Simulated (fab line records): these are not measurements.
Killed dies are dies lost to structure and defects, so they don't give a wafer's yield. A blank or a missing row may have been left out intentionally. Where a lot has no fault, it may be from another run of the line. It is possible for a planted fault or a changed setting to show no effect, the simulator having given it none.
Which of the tools did it?    flow sky130    12 lots, 36 wafers sampled, at 5 steps of a route of 708

## WHAT THE GAUGES SHOWED, per wafer
SKY_VT_ADJUST_HVTP_CD_MEAS_07: the cd target is 380 nm. Usual: 381.3 nm for cdNm, sd 2.5.
lot   measured      on        cdNm (nm)          flag
L656  day 6 03:25   cdSem-02  384.5 386.2 382.7  
L657  day 6 12:25   cdSem-02  378.1 380.0 378.8  
L660  day 7 15:53   cdSem-02  376.1 374.3 375.9  
L661  day 8 00:05   cdSem-01  379.3 377.6 378.3  
L667  day 9 22:40   cdSem-01  383.3 384.6 382.2  
L669  day 10 03:16  cdSem-01  380.4 383.7 382.0  
L670  day 10 08:15  cdSem-02  379.1 380.9 382.2  
L674  day 11 03:41  cdSem-02  383.0 383.6 384.6  
L675  day 11 10:01  cdSem-01  386.8 383.8 384.5  
L676  day 11 10:19  cdSem-01  381.0 382.8 381.5  
L677  day 11 19:37  cdSem-02  380.6 380.3 380.3  
L678  day 12 02:01  cdSem-01  376.9 378.7 380.6  

SKY_VT_ADJUST_HVTR_OVL_MEAS_08. Usual: VT_ADJUST_HVTR_OVL 0.4 nm, standard deviation 1.4.
lot   measured      on          VT_ADJUST_HVTR_OVL (nm)  flag
L656  day 9 11:08   overlay-02  1.6 1.8 2.1              
L657  day 9 22:08   overlay-01  2.5 -0.8 0.1             
L660  day 11 07:56  overlay-02  0.8 -1.8 0.6             
L661  day 11 16:42  overlay-02  2.6 0.8 1.8              
L667  day 13 22:57  overlay-01  1.7 0.1 -0.2             
L669  day 14 05:59  overlay-02  1.1 0.0 -1.5             
L670  day 14 11:05  overlay-02  0.8 -0.8 1.3             
L674  day 15 08:43  overlay-02  2.4 1.6 1.6              
L675  day 15 17:25  overlay-02  -3.4 -3.0 -1.9           
L676  day 15 19:16  overlay-02  1.0 1.2 -0.7             
L677  day 16 03:47  overlay-01  -0.4 -2.1 0.9            
L678  day 16 13:37  overlay-01  1.2 2.3 2.0              

SKY_VT_ADJUST_PCH_TW_MEAS_10. Usual: VT_ADJUST_PCH_TW 143.4, standard deviation 2.6.
lot   measured      on            VT_ADJUST_PCH_TW   flag
L656  day 10 09:15  filmMetro-03  141.5 142.2 141.8  
L657  day 10 21:14  filmMetro-02  147.1 147.7 147.4  
L660  day 12 08:32  filmMetro-02  118.3 117.8 117.8  OFF
L661  day 12 17:02  filmMetro-01  113.7 113.3 113.5  OFF
L667  day 15 01:00  filmMetro-02  146.3 146.2 145.8  
L669  day 15 09:03  filmMetro-02  146.0 145.7 145.9  
L670  day 15 14:34  filmMetro-02  146.4 145.9 145.9  
L674  day 16 13:58  filmMetro-01  141.6 141.6 141.3  
L675  day 16 21:57  filmMetro-01  141.5 141.4 140.7  
L676  day 16 23:48  filmMetro-02  146.1 146.5 147.4  
L677  day 17 09:18  filmMetro-01  141.3 141.3 141.2  
L678  day 17 18:30  filmMetro-03  142.5 141.6 142.5  

## EACH LOT AND THE TOOL THAT RAN IT (in order: tool; ch and the chambers of the sampled wafers; start)
lot   SKY_VT_ADJUST_HVTP_STRIP_10          SKY_VT_ADJUST_PCH_IMPLANT_08
L656  plasmaAsher-04 ch 0,1, day 6 03:43   implanter-01 ch 0, day 10 09:00
L657  plasmaAsher-03 ch 0,1, day 6 12:42   implanter-01 ch 0, day 10 21:01
L660  plasmaAsher-04 ch 0,1, day 7 16:10   implanter-01 ch 0, day 12 08:19
L661  plasmaAsher-01 ch 0,1, day 8 00:22   implanter-01 ch 0, day 12 16:49
L667  plasmaAsher-01 ch 0,1, day 9 22:58   implanter-02 ch 0, day 15 00:45
L669  plasmaAsher-03 ch 0,1, day 10 03:33  implanter-02 ch 0, day 15 08:47
L670  plasmaAsher-01 ch 0,1, day 10 08:32  implanter-04 ch 0, day 15 14:20
L674  plasmaAsher-01 ch 0,1, day 11 03:59  implanter-04 ch 0, day 16 13:45
L675  plasmaAsher-04 ch 0,1, day 11 10:19  implanter-02 ch 0, day 16 21:42
L676  plasmaAsher-01 ch 0,1, day 11 10:37  implanter-02 ch 0, day 16 23:33
L677  plasmaAsher-01 ch 0,1, day 11 19:55  implanter-04 ch 0, day 17 09:03
L678  plasmaAsher-04 ch 0,1, day 12 02:19  implanter-04 ch 0, day 17 18:15
- SKY_VT_ADJUST_HVTP_STRIP_10: strips in O2/N2.
- SKY_VT_ADJUST_PCH_IMPLANT_08

## AS READ BY THE TOOLS THEMSELVES (means over the sampled wafers that have a number; for cases with no such wafer, the mark the record gives instead)
SKY_VT_ADJUST_HVTP_STRIP_10. Usual: drypumpMotorCurrentA 6.13 A, standard deviation 0.18; oesProductAu 0.715 a.u., standard deviation 0.0046; stripTimeToEndpointS 14.19 s, standard deviation 0.043.
lot   tool            drypumpMotorCurrentA (A)  oesProductAu (a.u.)  stripTimeToEndpointS (s)  flag
L656  plasmaAsher-04  6.08                      0.714                14.19                     
L657  plasmaAsher-03  6.23                      0.713                14.10                     
L660  plasmaAsher-04  6.20                      0.714                14.21                     
L661  plasmaAsher-01  6.12                      0.717                14.17                     
L667  plasmaAsher-01  6.12                      0.717                14.19                     
L669  plasmaAsher-03  6.23                      0.711                14.20                     
L670  plasmaAsher-01  6.14                      0.714                14.21                     
L674  plasmaAsher-01  6.14                      0.716                14.14                     
L675  plasmaAsher-04  6.19                      0.713                14.20                     
L676  plasmaAsher-01  6.12                      0.712                14.23                     
L677  plasmaAsher-01  6.13                      0.717                14.19                     
L678  plasmaAsher-04  6.10                      0.712                14.25                     

SKY_VT_ADJUST_PCH_IMPLANT_08. Usual: doseIonsCm2 5e+11, standard deviation 5.5e+08; faradayCurrentUA 2.83, standard deviation 0.054.
lot   tool          doseIonsCm2  faradayCurrentUA  flag
L656  implanter-01  5e+11        2.82              
L657  implanter-01  5e+11        2.89              
L660  implanter-01  2e+11        1.19              OFF
L661  implanter-01  2e+11        1.21              OFF
L667  implanter-02  5e+11        2.82              
L669  implanter-02  5e+11        2.81              
L670  implanter-04  5e+11        2.79              
L674  implanter-04  5e+11        2.84              
L675  implanter-02  5e+11        2.81              
L676  implanter-02  5e+11        2.80              
L677  implanter-04  5e+11        2.78              
L678  implanter-04  5e+11        2.82              

## THE ANSWER, worked out from the rows above alone
Rule: take the mean of a lot's wafers that have a number; if it is more than 3 standard deviations from the usual mean, the lot is off. Also off: a lot with no number at a reading for which 4 or more lots have one. All remaining lots with rows at the step are treated as sound. Order of review: gauges by route order, followed by the tools' own readings, for which a lot's mean as printed above is used. The first step at which some lot is off is used, and at that step the reading that is off furthest; a lot without a number counts as furthest.
Off: at SKY_VT_ADJUST_PCH_TW_MEAS_10 (VT_ADJUST_PCH_TW), L660, L661.
If a tool, at a process step before that reading, ran all the lots that are off and no sound lot after the first of them, it fits. Not tried: the gauges at SKY_VT_ADJUST_PCH_TW_MEAS_10; whatever is off there is also off at SKY_VT_ADJUST_PCH_IMPLANT_08, on other tools, and gauge error can't account for it. One fits: SKY_VT_ADJUST_PCH_IMPLANT_08 on implanter-01. A fault onset in the window from L657 (day 10 21:01, its last sound lot) to L660 (day 12 08:19, its first lot off) fits.
The tool's own readings at SKY_VT_ADJUST_PCH_IMPLANT_08 bear it out: on the lots that are off they differ by more than 5 times the standard deviation of the sound lots' means. doseIonsCm2 reads 2e+11 there against 5e+11 on the sound lots; faradayCurrentUA reads 1.20 there against 2.82 on the sound lots.

## WHAT THE SIMULATOR HAD INSERTED
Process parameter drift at SKY_VT_ADJUST_PCH_IMPLANT_08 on implanter-01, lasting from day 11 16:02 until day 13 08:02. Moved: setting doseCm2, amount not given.
Shown lots that were struck: L660, L661. The rule above reached the same finding.
